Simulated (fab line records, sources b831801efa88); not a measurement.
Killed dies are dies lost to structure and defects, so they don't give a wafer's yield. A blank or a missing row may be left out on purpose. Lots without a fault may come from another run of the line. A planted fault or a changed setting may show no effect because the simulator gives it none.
Which tool did it? | flow gf180mcu | 12 lots, 36 wafers sampled, at 1 step of a route of 602

WHAT THE GAUGES READ, wafer by wafer
GF_V2_THK_MEAS_01.
lot  | measured     | on            | V2_CVD_00_THK (nm)
L075 | day 19 16:53 | film_metro-01 | 590 598 600
L077 | day 20 06:52 | film_metro-02 | 599 600 595
L080 | day 21 19:17 | film_metro-02 | 604 599 597
L081 | day 22 00:44 | film_metro-03 | 609 612 607
L083 | day 23 00:12 | film_metro-03 | 609 612 603
L084 | day 23 07:16 | film_metro-03 | 602 606 611
L087 | day 23 16:16 | film_metro-03 | 603 609 596
L090 | day 25 01:54 | film_metro-01 | 597 606 600
L091 | day 25 19:51 | film_metro-01 | 604 602 607
L093 | day 25 20:59 | film_metro-03 | 603 605 600
L096 | day 26 22:31 | film_metro-03 | 592 604 601
L097 | day 27 05:56 | film_metro-01 | 594 600 594

WHICH TOOL RAN EACH LOT (tool, then ch and the chambers of the sampled wafers, then the start)
The record holds no process step before these readings.

THE ANSWER, worked out from the rows above alone
Rule: what is usual is taken from the lots themselves. Put in order of their means at a reading, lots are off if they are a third of the lots or fewer, leave a main group of 4 or more, and stand apart from it by a gap of 3 or more times the standard deviation of the main group's means; of several such gaps the widest counts. A main group whose means are all the same, to the digits that the tables above print for the reading, isn't used. A lot without any number at a reading at which 4 lots or more have one is off too. The other lots that the step has rows for count as sound.
No lot is off at any reading shown: from this, nothing can be told.

WHAT THE SIMULATOR HAD PUT IN
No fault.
